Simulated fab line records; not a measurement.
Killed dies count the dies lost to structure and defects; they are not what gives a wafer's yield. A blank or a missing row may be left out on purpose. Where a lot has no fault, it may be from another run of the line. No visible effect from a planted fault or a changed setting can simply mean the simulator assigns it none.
A lot that was struck, set against a sound lot :: flow sky130 :: 14 out of 708 route steps
Sound: these wafers, L449.1, L449.3, L449.6. Wafers L443.1, L443.3, L443.4 were the ones struck. At the end, the cause is stated.
Order at every step that has rows: each side's tool, ch and its chambers, its first start. Under that, the readings that differ: sound wafers :: struck wafers :: difference of the means :: sigmas: that difference in standard deviations of wafers without a fault.
alike: readings whose means differ by less than 2 such deviations, and words and numbers that are the same on both sides. not compared: withheld readings, readings that some wafer has no value for, bounds like >300 that may hide the same value, and numbers for which the record gives no deviation and whose values overlap.
A row with sigmas, a row that says differs or no value, or rows on one side alone: a step with any of these is where the two part. Numbers that have no deviation but don't overlap get no sigmas and don't part them. Lack of a reading on every wafer of one side parts them only where that side has two or more wafers.

first, 3 steps without rows for these wafers: SKY_METAL2_EXPOSE_12 (exposes mask MM2, target cd 140 nm); SKY_METAL2_PEB_13; SKY_METAL2_DEVELOP_14 (develop time 60 s).
SKY_METAL2_CD_MEAS_15: the cd target is 140 nm.
  struck on cd sem-01, day 37 18:52; sound on cd sem-02, day 40 01:36
  alike: cd nm
SKY_METAL2_OVL_MEAS_16:
  struck on overlay-02, day 37 18:59; sound on overlay-01, day 40 01:43
  alike: METAL2_OVL
SKY_METAL2_DESCUM_17: chemistry O2, time 8 s.
  sound on rie metal-04 ch 0,1, day 40 01:46; struck on rie metal-02 ch 0,1, day 37 19:01
  alike: chamber pressure mTorr, drypump motor current A, oes product au, temp c
  not compared: rf hours counter h
SKY_METAL2_ETCH_18: etches BARC in N2/H2, stops on SiO2, time 45.9 s, target depth 60 nm.
  sound on rie metal-04 ch 0,1, day 40 01:47; struck on rie metal-02 ch 0,1, day 37 19:03
  alike: chamber pressure mTorr, drypump motor current A, oes product au, throttle valve pct
  not compared: rf hours counter h
SKY_METAL2_METAL_ETCH_19: etches the open film in Cl2/BCl3, stops on SiO2, target depth 360 nm, time 78 s.
  sound on rie metal-04 ch 0,1, day 40 01:51; struck on rie metal-02 ch 0,1, day 37 19:07
  alike: chamber pressure mTorr, drypump motor current A, oes product au, throttle valve pct
  not compared: rf hours counter h
SKY_METAL2_STRIP_20: strips in O2/N2.
  sound on plasma asher-02 ch 0,1, day 40 01:56; struck on plasma asher-02 ch 0,1, day 37 19:12
reading: strip time to endpoint s (s)
sound: 2.66 2.64 2.70
struck: 2.73 2.73 2.74
difference: +0.07
sigmas: +2
  alike: chamber pressure mTorr, drypump motor current A, oes product au
  not compared: rf hours counter h
then, 3 steps without rows for these wafers: SKY_METAL2_STRIP_21 (strips in post etch residue remover, time 1200 s); SKY_METAL2_CLEAN_22 (cleans in IPA, time 180 s); SKY_METAL2_CLEAN_23 (cleans in O3/DIW).
SKY_VIA2_HDPCVD_00: deposits SiO2, target thk 1180 nm, time 196.7 s.
  sound on hdpcvd-02 ch 0,1,2, day 40 02:32; struck on hdpcvd-01 ch 0,1, day 37 19:47
  no value came back on the struck wafers for pressure mtorr (mTorr), run length s (s), susceptor temp C (C); on the sound wafers pressure mtorr (mTorr) reads 6.006 6.004 6.006
then, 1 step without rows for these wafers: SKY_PAD_OPEN_PROBE_99.

WHERE THEY PART
Last at SKY_VIA2_HDPCVD_00 as far as this record goes, first at SKY_METAL2_STRIP_20.

WHY: whatever the simulator had introduced
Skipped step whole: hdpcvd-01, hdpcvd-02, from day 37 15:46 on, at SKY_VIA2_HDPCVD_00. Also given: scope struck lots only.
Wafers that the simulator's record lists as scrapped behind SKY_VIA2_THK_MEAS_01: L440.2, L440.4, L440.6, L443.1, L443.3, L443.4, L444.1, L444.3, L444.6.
